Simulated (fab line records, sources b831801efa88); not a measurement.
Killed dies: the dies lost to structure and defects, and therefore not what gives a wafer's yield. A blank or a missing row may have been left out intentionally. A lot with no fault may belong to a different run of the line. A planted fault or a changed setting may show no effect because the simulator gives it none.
A struck lot beside a sound one :: flow sky130 :: 43 steps out of a route of 708
Sound: wafers L528.2, L528.4, L528.6. Struck: wafers L542.1, L542.6 (left out: L542.4, a lot-mate that was not struck); the cause follows at the end.
Order at every step that has rows: each side's tool, ch and its chambers, its first start. Under that, the readings that differ: sound wafers :: struck wafers :: difference of the means :: sigmas: that difference in standard deviations of wafers without a fault.
alike: readings with means less than 2 such deviations apart, plus words and numbers identical on both sides. not compared: withheld readings, readings lacking a value on some wafer, bounds such as >300 that could conceal the same value, and numbers that have no deviation in the record and whose values overlap.
A row with sigmas, a row that says differs or no value, or rows on one side alone: a step with any of these is where the two part. When numbers do not overlap yet have no deviation, they are printed without sigmas and do not part them. A reading missing from all wafers of one side parts the sides only when that side holds two or more wafers.

SKY_SPACER_ETCHBACK_02: etches Si3N4 in CH3F/O2, stops on SiO2, time 46.7 s, target depth 45 nm.
  sound on rie diel-01 ch 0,1,3, day 25 06:53; struck on rie diel-01 ch 0, day 30 06:37
reading: oes product au (a.u.)
sound: 0.856 0.852 0.856
struck: 0.836 0.848
difference: -0.013
sigmas: -2
  alike: drypump motor current A, throttle valve pct
  not compared: rf hours counter h
then, 8 steps without rows for these wafers: SKY_POLY_CUT_DEHYDRATE_00 (time 60 s); SKY_POLY_CUT_HMDS_01 (prime time 60 s); SKY_POLY_CUT_COAT_02 (resist thk 60 nm); SKY_POLY_CUT_COAT_03 (resist thk 450 nm); SKY_POLY_CUT_SOFTBAKE_04 (time 90 s); SKY_POLY_CUT_EXPOSE_05 (exposes mask NPCM, target cd 270 nm); SKY_POLY_CUT_PEB_06; SKY_POLY_CUT_DEVELOP_07 (develop time 60 s).
SKY_POLY_CUT_CD_MEAS_08 targets a cd of 270 nm.
  struck on cd sem-01, day 31 09:30; sound on cd sem-01, day 26 12:25
  alike: cd nm
SKY_POLY_CUT_OVL_MEAS_09:
  struck on overlay-02, day 31 09:37; sound on overlay-02, day 26 12:31
  alike: POLY_CUT_OVL
SKY_POLY_CUT_ETCH_10: etches BARC in N2/H2, stops on SiO2, time 45.9 s, target depth 60 nm.
  sound on rie diel-04 ch 0,2, day 26 12:33; struck on rie diel-01 ch 2, day 31 09:39
  alike: drypump motor current A, oes product au, throttle valve pct
  not compared: rf hours counter h
SKY_POLY_CUT_ETCH_11: etches Si3N4 in CF4/CH2F2/Ar, stops on poly-Si, time 42.5 s, target depth 60 nm.
  sound on rie diel-04 ch 0,2, day 26 12:35; struck on rie diel-01 ch 2, day 31 09:42
  alike: drypump motor current A, oes product au, throttle valve pct
  not compared: rf hours counter h
SKY_POLY_CUT_STRIP_12: strips in O2/N2.
  sound on plasma asher-02 ch 0,1, day 26 12:38; struck on plasma asher-03 ch 0, day 31 09:44
reading: drypump motor current A (A)
sound: 6.5 6.0 6.5
struck: 5.3 5.3
difference: -1.0
sigmas: -2
  alike: oes product au, strip time to endpoint s
  not compared: rf hours counter h
then, 7 steps without rows for these wafers: SKY_SD_P_DEHYDRATE_00 (time 60 s); SKY_SD_P_HMDS_01 (prime time 60 s); SKY_SD_P_COAT_02 (resist thk 1140 nm); SKY_SD_P_SOFTBAKE_03 (time 60 s); SKY_SD_P_EXPOSE_04 (exposes mask PSDM, target cd 380 nm); SKY_SD_P_PEB_05; SKY_SD_P_DEVELOP_06 (develop time 60 s).
SKY_SD_P_CD_MEAS_07 targets a cd of 380 nm.
  struck on cd sem-01, day 32 12:41; sound on cd sem-01, day 27 17:09
  alike: cd nm
SKY_SD_P_OVL_MEAS_08:
  struck on overlay-01, day 32 12:48; sound on overlay-01, day 27 17:16
  alike: SD_P_OVL
next, for these wafers, 1 step has no rows: SKY_SD_P_IMPLANT_09.
SKY_SD_P_STRIP_10: strips in O2/N2.
  sound on plasma asher-03 ch 1, day 27 17:26; struck on plasma asher-01 ch 0,1, day 32 12:59
  alike: drypump motor current A, oes product au, strip time to endpoint s
  not compared: rf hours counter h
SKY_SD_P_TW_MEAS_11:
  struck on film metro-01, day 32 13:05; sound on film metro-02, day 27 17:33
  alike: SD_P_TW
then, 8 steps without rows for these wafers: SKY_RES_XHIGH_DEHYDRATE_00 (time 60 s); SKY_RES_XHIGH_HMDS_01 (prime time 60 s); SKY_RES_XHIGH_COAT_02 (resist thk 1140 nm); SKY_RES_XHIGH_SOFTBAKE_03 (time 60 s); SKY_RES_XHIGH_EXPOSE_04 (exposes mask URPM, target cd 1270 nm); SKY_RES_XHIGH_PEB_05; SKY_RES_XHIGH_DEVELOP_06 (develop time 60 s); SKY_RES_XHIGH_IMPLANT_07.
SKY_RES_XHIGH_STRIP_08: strips in O2/N2.
  sound on plasma asher-04 ch 0,1, day 28 20:03; struck on plasma asher-02 ch 1, day 33 15:58
  alike: drypump motor current A, oes product au, strip time to endpoint s
  not compared: rf hours counter h
SKY_RES_XHIGH_TW_MEAS_09:
  struck on film metro-03, day 33 16:04; sound on film metro-03, day 28 20:10
  alike: RES_XHIGH_TW
then, 6 steps without rows for these wafers: SKY_SD_N_DEHYDRATE_00 (time 60 s); SKY_SD_N_HMDS_01 (prime time 60 s); SKY_SD_N_COAT_02 (resist thk 1140 nm); SKY_SD_N_SOFTBAKE_03 (time 60 s); SKY_SD_N_EXPOSE_04 (exposes mask NSDM, target cd 380 nm); SKY_SD_N_PEB_05.
-- the record jumps here: 17 days lie between the struck wafers' starts before and after (it left off in module SD_N and takes up again in module PAD_OPEN, whose first step shown is number 708 of the route) --
SKY_PAD_OPEN_PROBE_99:
  rows exist in the record for the struck wafers here (prober-01, day 50 15:40), but not for the sound ones

== WHERE THEY PART ==
First at SKY_SPACER_ETCHBACK_02; last, within this record, at SKY_PAD_OPEN_PROBE_99.

WHY: what the simulator had put in
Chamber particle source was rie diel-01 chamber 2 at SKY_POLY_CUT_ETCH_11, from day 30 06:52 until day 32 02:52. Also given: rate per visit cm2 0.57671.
